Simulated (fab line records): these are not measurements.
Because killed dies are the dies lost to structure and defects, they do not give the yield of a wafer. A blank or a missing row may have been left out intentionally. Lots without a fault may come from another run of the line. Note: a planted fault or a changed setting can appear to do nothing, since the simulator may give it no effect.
Which of the tools did it? | flow sky130 | Sampling: 6 lots, 18 wafers, 2 of 708 route steps

== WHAT THE GAUGES READ, wafer by wafer ==
SKY_CONTACT_THK_MEAS_26: measures by xrf.
lot  | measured     | on            | CONTACT_W_THK (nm)
L834 | day 32 22:22 | film_metro-04 | 338 336 338
L836 | day 34 08:34 | film_metro-03 | 342 339 342
L840 | day 35 03:21 | film_metro-04 | 325 330 328
L849 | day 37 20:07 | film_metro-02 | 335 339 332
L851 | day 38 05:55 | film_metro-02 | 337 342 339
L854 | day 38 23:07 | film_metro-02 | 336 334 333

== EACH LOT AND THE TOOL THAT RAN IT (in order: tool; ch and the chambers of the sampled wafers; start) ==
lot  | SKY_CONTACT_CVD_24
L834 | cvd_w-02 ch 0,1, day 32 22:09
L836 | cvd_w-02 ch 0,1, day 34 08:20
L840 | cvd_w-02 ch 0,1, day 35 03:07
L849 | cvd_w-01 ch 0,1, day 37 19:53
L851 | cvd_w-02 ch 0,1, day 38 05:41
L854 | cvd_w-01 ch 0,1, day 38 22:53
- SKY_CONTACT_CVD_24: deposits W, target thk 340 nm, time 102.12 s.

== THE ANSWER, worked out from the rows above alone ==
Rule: what is usual is taken from the lots themselves. Put in order of their means at a reading, lots are off if they are a third of the lots or fewer, leave a main group of 4 or more, and stand apart from it by a gap of 3 or more times the standard deviation of the main group's means; of several such gaps the widest counts. A main group is skipped when, at the precision printed for the reading in the tables above, its means are all equal. A lot without any number at a reading at which 4 lots or more have one is off too. Any other lot the step has rows for is counted as sound.
Nothing can be told from this: no lot is off at any reading shown.

== WHAT HAD BEEN PUT IN BY THE SIMULATOR ==
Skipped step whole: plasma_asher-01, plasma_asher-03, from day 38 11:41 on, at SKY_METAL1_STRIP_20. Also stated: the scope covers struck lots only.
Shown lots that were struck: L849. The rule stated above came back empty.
